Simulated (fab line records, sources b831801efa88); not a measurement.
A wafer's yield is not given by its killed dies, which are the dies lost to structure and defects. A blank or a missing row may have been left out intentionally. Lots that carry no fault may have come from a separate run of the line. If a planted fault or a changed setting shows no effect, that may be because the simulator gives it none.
The tool behind it: which one? ; flow sky130 ; 39 wafers from 13 lots sampled at 4 of the route's 708 steps

== WHAT THE GAUGES READ, wafer by wafer ==
SKY_POLY_GATE_CD_MEAS_13: the cd target is 150 nm. Usual: cdNm 149.9 nm, standard deviation 1.4.
lot;measured;on;cdNm (nm);flag
L907;day 16 13:16;cdSem-02;150.1 148.2 149.8;
L908;day 16 23:24;cdSem-02;151.2 150.8 151.1;
L909;day 17 07:31;cdSem-02;148.5 150.0 149.9;
L910;day 17 22:56;cdSem-02;149.5 150.1 149.1;
L912;day 18 14:02;cdSem-01;149.1 149.2 149.0;
L914;day 18 22:45;cdSem-02;150.0 150.2 151.6;
L919;day 21 04:59;cdSem-01;149.6 150.3 150.3;
L920;day 21 01:28;cdSem-02;149.3 148.0 149.1;
L924;day 22 19:33;cdSem-02;148.4 150.0 148.9;
L926;day 23 10:43;cdSem-01;152.0 152.1 152.0;
L927;day 24 01:48;cdSem-01;148.0 147.4 147.9;
L928;day 23 21:56;cdSem-01;149.7 149.0 149.7;
L930;day 24 20:41;cdSem-01;153.2 151.9 151.2;

== WHICH TOOL RAN EACH LOT (tool, then ch and the chambers of the sampled wafers, then the start) ==
lot;SKY_FIELD_ISO_WET_ETCH_30;SKY_PWDE_STRIP_09;SKY_RES_PROTECT_STRIP_07
L907;wetBench-02 ch 1, day 2 13:01;plasmaAsher-03 ch 0,1, day 3 23:20;plasmaAsher-02 ch 0,1, day 15 08:05
L908;wetBench-04 ch 1, day 2 15:35;plasmaAsher-04 ch 0,1, day 4 00:44;plasmaAsher-01 ch 0,1, day 15 13:44
L909;wetBench-04 ch 0, day 2 23:14;plasmaAsher-02 ch 0,1, day 4 09:35;plasmaAsher-02 ch 0,1, day 15 22:35
L910;wetBench-04 ch 2, day 3 04:14;plasmaAsher-04 ch 0,1, day 4 15:32;plasmaAsher-02 ch 1, day 16 15:53
L912;wetBench-04 ch 2, day 3 12:25;plasmaAsher-04 ch 0,1, day 5 04:14;plasmaAsher-02 ch 0,1, day 17 06:29
L914;wetBench-04 ch 1, day 3 23:06;plasmaAsher-04 ch 0,1, day 5 12:17;plasmaAsher-04 ch 0, day 17 15:42
L919;wetBench-04 ch 2, day 4 23:53;plasmaAsher-04 ch 0,1, day 6 15:38;plasmaAsher-04 ch 0,1, day 19 21:25
L920;wetBench-04 ch 2, day 5 06:08;plasmaAsher-02 ch 0,1, day 6 20:36;plasmaAsher-02 ch 1, day 19 17:26
L924;wetBench-03 ch 1, day 6 03:13;plasmaAsher-04 ch 0,1, day 7 23:28;plasmaAsher-01 ch 0,1, day 21 10:52
L926;wetBench-02 ch 1, day 6 14:25;plasmaAsher-04 ch 0,1, day 8 08:35;plasmaAsher-04 ch 0,1, day 22 02:53
L927;wetBench-02 ch 3, day 6 16:28;plasmaAsher-04 ch 0,1, day 8 12:15;plasmaAsher-02 ch 0,1, day 22 16:45
L928;wetBench-02 ch 1, day 7 00:13;plasmaAsher-04 ch 0,1, day 8 18:07;plasmaAsher-04 ch 0,1, day 22 13:58
L930;wetBench-03 ch 0, day 7 12:02;plasmaAsher-04 ch 0,1, day 9 09:11;plasmaAsher-04 ch 0,1, day 23 12:40
- SKY_FIELD_ISO_WET_ETCH_30: etches SiO2 in dHF, target depth 25 nm, time 50 s.
- SKY_PWDE_STRIP_09: strips in O2/N2.
- SKY_RES_PROTECT_STRIP_07: strips in O2/N2.

== WHAT THE TOOLS THEMSELVES READ (means of the sampled wafers that have a number; where no wafer has one, the mark that the record gives instead) ==
SKY_FIELD_ISO_WET_ETCH_30. Usual: runLengthS 78.0 s, standard deviation 2.9.
lot;tool;runLengthS (s);flag
L907;wetBench-02;81.9;
L908;wetBench-04;82.9;
L909;wetBench-04;82.6;
L910;wetBench-04;84.3;
L912;wetBench-04;76.6;
L914;wetBench-04;75.5;
L919;wetBench-04;53.3;OFF
L920;wetBench-04;53.2;OFF
L924;wetBench-03;75.2;
L926;wetBench-02;74.7;
L927;wetBench-02;76.0;
L928;wetBench-02;81.2;
L930;wetBench-03;75.5;

SKY_PWDE_STRIP_09. Usual: drypumpMotorCurrentA 5.9 A, standard deviation 0.57; oesProductAu 0.722 a.u., standard deviation 0.0043; stripTimeToEndpointS 36.89 s, standard deviation 0.092.
lot;tool;drypumpMotorCurrentA (A);oesProductAu (a.u.);stripTimeToEndpointS (s);flag
L907;plasmaAsher-03;6.4;0.722;36.86;
L908;plasmaAsher-04;5.6;0.726;37.01;
L909;plasmaAsher-02;5.9;0.721;37.06;
L910;plasmaAsher-04;5.5;0.725;36.98;
L912;plasmaAsher-04;5.6;0.725;36.82;
L914;plasmaAsher-04;5.6;0.724;36.92;
L919;plasmaAsher-04;6.0;0.723;36.90;
L920;plasmaAsher-02;5.9;0.720;36.91;
L924;plasmaAsher-04;6.0;0.725;36.72;
L926;plasmaAsher-04;6.0;0.726;36.83;
L927;plasmaAsher-04;5.6;0.725;36.86;
L928;plasmaAsher-04;5.6;0.725;36.83;
L930;plasmaAsher-04;5.6;0.721;36.92;

SKY_RES_PROTECT_STRIP_07. Usual: drypumpMotorCurrentA 5.8 A, standard deviation 0.42; oesProductAu 0.518 a.u., standard deviation 0.0047; stripTimeToEndpointS 23.30 s, standard deviation 0.04.
lot;tool;drypumpMotorCurrentA (A);oesProductAu (a.u.);stripTimeToEndpointS (s);flag
L907;plasmaAsher-02;5.9;0.517;23.29;
L908;plasmaAsher-01;5.3;0.519;23.21;
L909;plasmaAsher-02;5.9;0.512;23.30;
L910;plasmaAsher-02;5.9;0.519;23.27;
L912;plasmaAsher-02;5.9;0.513;23.25;
L914;plasmaAsher-04;5.2;0.515;23.33;
L919;plasmaAsher-04;5.6;0.518;23.28;
L920;plasmaAsher-02;5.9;0.517;23.31;
L924;plasmaAsher-01;5.4;0.520;23.35;
L926;plasmaAsher-04;5.6;0.517;23.26;
L927;plasmaAsher-02;5.9;0.518;23.29;
L928;plasmaAsher-04;5.6;0.519;23.30;
L930;plasmaAsher-04;6.0;0.519;23.34;

== THE ANSWER, worked out from the rows above alone ==
Rule: take the mean of a lot's wafers that have a number; if it is more than 3 standard deviations from the usual mean, the lot is off. Also off: a lot with no number at a reading for which 4 or more lots have one. Where the step has rows for the other lots, those lots are counted as sound. Order of review: gauges by route order, followed by the tools' own readings, for which a lot's mean as printed above is used. The first step at which some lot is off is used, and at that step the reading that is off furthest; a lot without a number counts as furthest.
Off at SKY_FIELD_ISO_WET_ETCH_30 (runLengthS): L919, L920.
A tool fits if, at that step or a process step before it, it ran every lot that is off, and no sound lot after the first of them. One fits: SKY_FIELD_ISO_WET_ETCH_30 on wetBench-04. Its last sound lot is L914 (day 3 23:06), its first lot that is off L919 (day 4 23:53): a fault that began between those two fits.
The tool's own readings at SKY_FIELD_ISO_WET_ETCH_30 bear it out: on the lots that are off they differ by more than 5 times the standard deviation of the sound lots' means. runLengthS reads 53.2 s there against 78.8 s on the sound lots.

== WHAT WAS PUT IN BY THE SIMULATOR ==
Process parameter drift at SKY_FIELD_ISO_WET_ETCH_30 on wetBench-04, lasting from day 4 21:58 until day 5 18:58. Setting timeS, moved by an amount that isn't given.
Struck lots among those shown: L920, L919. Same finding as the rule above.
